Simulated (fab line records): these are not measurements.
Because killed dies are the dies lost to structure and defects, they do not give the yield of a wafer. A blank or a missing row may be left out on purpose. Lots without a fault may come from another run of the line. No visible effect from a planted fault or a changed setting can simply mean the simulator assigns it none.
Chamber matching | flow gf180mcu | 4 sister chambers for GF_CONTACT_ETCH_16 on rie-diel-04
The step etches BARC in N2/H2. 16 wafers are shown with their chamber, then 8 later ones without.

WAFERS PAIRED WITH THEIR CHAMBERS
wafer  | chamber | throttle-valve-pct (%) | n2-flow-sccm (sccm) | oes-product-au (a.u.)
L915.1 | 3       | 13.229                 | 100.0               | 0.851
L915.2 | 0       | 13.217                 | 99.5                | 0.848
L915.3 | 2       | 13.216                 | 99.8                | 0.852
L917.1 | 1       | 13.205                 | 100.4               | 0.853
L917.4 | 2       | 13.232                 | 99.7                | 0.856
L917.5 | 3       | 13.230                 | 100.1               | 0.851
L921.1 | 0       | 13.230                 | 100.4               | 0.861
L921.5 | 2       | 13.227                 | 100.4               | 0.861
L921.6 | 1       | 13.235                 | 100.2               | 0.852
L922.3 | 1       | 13.244                 | 100.0               | 0.859
L922.4 | 3       | 13.235                 | 99.7                | 0.854
L922.5 | 3       | 13.236                 | 99.9                | 0.856
L930.1 | 3       | 13.221                 | 100.3               | 0.851
L930.4 | 0       | 13.220                 | 100.1               | 0.856
L930.6 | 3       | 13.221                 | 100.0               | 0.855
L932.1 | 3       | 13.242                 | 100.3               | 0.857

SIGNATURES (averages over the wafers above)
reading            | chamber 0 | chamber 1 | chamber 2 | chamber 3 | scatter within a chamber
throttle-valve-pct | 13.22233  | 13.22800  | 13.22500  | 13.23057  | 0.0109
n2-flow-sccm       | 100.000   | 100.200   | 99.967    | 100.043   | 0.298
oes-product-au     | 0.85500   | 0.85467   | 0.85633   | 0.85357   | 0.00403
Rule: for a wafer and a chamber, the distance is found by dividing, reading by reading, the gap between the wafer's reading and the chamber's mean by the reading's scatter, squaring, summing and taking the root. The wafer belongs to the nearest chamber; if the next one is less than 2 further off, it can't be placed. The scatter: take each reading less its chamber's mean, square it, sum over the shown wafers, divide by the number of wafers less the number of chambers, and take the root.

WAFERS WITHOUT THEIR CHAMBER
wafer  | throttle-valve-pct (%) | n2-flow-sccm (sccm) | oes-product-au (a.u.)
L932.4 | 13.207                 | 99.2                | 0.860
L932.6 | 13.240                 | 100.1               | 0.852
L933.1 | 13.242                 | 100.1               | 0.857
L933.3 | 13.227                 | 100.4               | 0.855
L933.5 | 13.227                 | 99.9                | 0.857
L938.1 | 13.232                 | 99.9                | 0.847
L938.5 | 13.220                 | 99.9                | 0.849
L938.6 | 13.221                 | 99.8                | 0.862

WHICH CHAMBER EACH ONE RAN IN
wafer  | from the rows above               | in truth
L932.4 | can't be placed: 2 or 0 or 3 or 1 | 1
L932.6 | can't be placed: 3 or 1 or 2 or 0 | 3
L933.1 | can't be placed: 3 or 1 or 2 or 0 | 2
L933.3 | can't be placed: 1 or 3 or 0 or 2 | 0
L933.5 | can't be placed: 2 or 0 or 3 or 1 | 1
L938.1 | can't be placed: 3 or 1 or 0 or 2 | 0
L938.5 | can't be placed: 0 or 3 or 1 or 2 | 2
L938.6 | can't be placed: 2 or 0 or 1 or 3 | 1
0 of 8 placed correctly. Cannot be placed on the basis of these rows: 8; the candidates contain the true chamber in 8. Number placed wrongly: 0.
